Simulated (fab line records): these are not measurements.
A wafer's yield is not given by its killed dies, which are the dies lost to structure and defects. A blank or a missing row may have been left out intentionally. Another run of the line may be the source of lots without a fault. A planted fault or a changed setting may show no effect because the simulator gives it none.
Chamber matching	flow gf180mcu	GF_V5_CVD_02 on pecvd-02: 3 sister chambers
The step deposits SiO2 from TEOS, target thk 1450 nm, time 163.28 s. 6 wafers are shown with their chamber, then 8 later ones without.

== EACH WAFER AND ITS CHAMBER ==
wafer	chamber	heater power w (W)
L706.2	0	662
L706.3	1	710
L709.1	2	799
L709.2	0	664
L709.6	2	647
L710.1	1	760

== WAFERS MISSING THEIR CHAMBER ==
wafer	heater power w (W)
L710.2	683
L710.5	778
L713.1	711
L713.5	808
L713.6	546
L714.1	657
L714.3	733
L714.4	806

== THE CHAMBER EACH PASSED THROUGH ==
wafer	from the rows above	in truth
L710.2	can't be placed: 0 or 2 or 1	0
L710.5	can't be placed: 1 or 2 or 0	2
L713.1	can't be placed: 2 or 1 or 0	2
L713.5	can't be placed: 1 or 2 or 0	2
L713.6	can't be placed: 0 or 2 or 1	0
L714.1	can't be placed: 0 or 2 or 1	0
L714.3	can't be placed: 1 or 2 or 0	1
L714.4	can't be placed: 1 or 2 or 0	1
Correct placement for 0 of the 8. Cannot be placed on the basis of these rows: 8; the candidates contain the true chamber in 8. Number placed wrongly: 0.
How it was worked out, from the rows above alone: a wafer's distance from a chamber is the root of the sum, over the readings, of the square of ((its reading less the chamber's mean) divided by the reading's scatter). The wafer belongs to the nearest chamber; if the next one is less than 2 further off, it can't be placed. Each chamber's mean is taken over the wafers shown for it. How the scatter is found: for the shown wafers, subtract from each reading the mean of its chamber, square and add these, divide the total by (wafers less chambers), then take the root.
